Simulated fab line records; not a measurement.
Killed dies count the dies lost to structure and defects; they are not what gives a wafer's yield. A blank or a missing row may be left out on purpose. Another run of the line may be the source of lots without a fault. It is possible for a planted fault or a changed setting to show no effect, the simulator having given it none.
The tool behind it: which one? ; flow gf180mcu ; 7 lots, 21 wafers sampled, at 1 step of a route of 602

== WHAT THE GAUGES SHOWED, per wafer ==
GF_SAB_CD_MEAS_09 targets a cd of 420 nm.
lot;measured;on;cd-nm (nm)
L355;day 15 09:53;cd-sem-01;422.2 420.3 421.4
L358;day 16 04:26;cd-sem-01;416.6 418.1 416.8
L361;day 17 07:19;cd-sem-01;419.2 418.7 418.7
L363;day 18 07:43;cd-sem-02;420.4 418.5 418.5
L371;day 21 03:28;cd-sem-02;419.0 417.5 420.0
L374;day 21 22:02;cd-sem-02;421.5 420.6 419.7
L376;day 22 11:28;cd-sem-01;416.2 418.2 418.0

== WHAT TOOL EACH LOT RAN ON (gives the tool, then ch and the chambers of the sampled wafers, and finally the start) ==
Before these readings, the record contains no process step.

== THE ANSWER, worked out from the rows above alone ==
Rule: the usual values come from the lots themselves. Put in order of their means at a reading, lots are off if they are a third of the lots or fewer, leave a main group of 4 or more, and stand apart from it by a gap of 3 or more times the standard deviation of the main group's means; of several such gaps the widest counts. Not used: any main group whose means are identical at the precision the tables above print for the reading. A lot without any number at a reading at which 4 lots or more have one is off too. Where the step has rows for the other lots, those lots are counted as sound.
Across all readings shown, no lot is off: no conclusion can be drawn from this.

== WHAT HAD BEEN PUT IN BY THE SIMULATOR ==
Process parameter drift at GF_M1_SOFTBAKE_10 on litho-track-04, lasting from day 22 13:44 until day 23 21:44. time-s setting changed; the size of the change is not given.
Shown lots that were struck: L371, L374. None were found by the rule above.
